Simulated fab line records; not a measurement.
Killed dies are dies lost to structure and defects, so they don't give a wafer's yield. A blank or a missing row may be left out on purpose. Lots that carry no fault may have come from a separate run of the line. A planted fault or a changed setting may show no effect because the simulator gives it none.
One fault seen from 2 desks    flow sky130    each desk holds nothing but its own numbers, with what lay behind them at the end

== AT THE METROLOGY DESK ==
Means of the sampled wafers that have a number, per lot and without regard to the tool the lot ran on: this is what the gauges read. The brackets show how far a lot's mean lies from the usual mean; more than 4 standard deviations puts the lot out of limits, marked OUT.
Columns: A = VIA1_BOW at SKY_VIA1_BOW_MEAS_03, usual 79 um; B = cd nm at SKY_METAL2_CD_MEAS_15, usual 139.6 nm; C = VIA2_BOW at SKY_VIA2_BOW_MEAS_03, usual 86 um
lot   first seen here  A   B      C
L164  day 33 01:14     81  138.5  89
L165  day 33 17:18     76  140.5  79
L166  day 33 21:53     84  140.6  93
L168  day 34 16:41     81  142.2  89
L169  day 34 23:28     89  136.4  95
L170  day 35 00:58     78  139.1  91
L171  day 35 08:57     82  141.8  89
L173  day 35 19:38     85  141.0  95
L174  day 36 07:29     71  140.5  77
L183  day 39 02:16     80  136.6  96
L185  day 39 13:22     83  143.0  90
L186  day 39 23:40     79  137.6  83
This desk's verdict: no lot among the 12 shows anything out of limits.

== FOR THE TOOL OWNER'S DESK: cmp-02 ==
The tool's own readings at SKY_VIA2_CMP_02 (polishes SiO2): means of the sampled wafers that have a number, for each lot that ran on this tool. The brackets show how far a lot's mean lies from the usual mean; more than 4 standard deviations puts the lot out of limits, marked OUT.
Columns: A = head pressure psi at SKY_VIA2_CMP_02, usual 4.002 psi; B = motor current A at SKY_VIA2_CMP_02, usual 11.6 A
lot   first seen here  A      B
L165  day 36 00:23     4.004  11.1
L166  day 36 04:48     4.007  11.7
L183  day 41 07:11     4.009  11.2
L185  day 41 18:56     4.004  11.1
This desk's verdict: no lot among the 4 shows anything out of limits.

== BROUGHT TOGETHER ==
Nothing out of limits was seen by the metrology desk.
The desk of the tool owner found nothing out of limits.

== WHAT WAS PUT IN BY THE SIMULATOR ==
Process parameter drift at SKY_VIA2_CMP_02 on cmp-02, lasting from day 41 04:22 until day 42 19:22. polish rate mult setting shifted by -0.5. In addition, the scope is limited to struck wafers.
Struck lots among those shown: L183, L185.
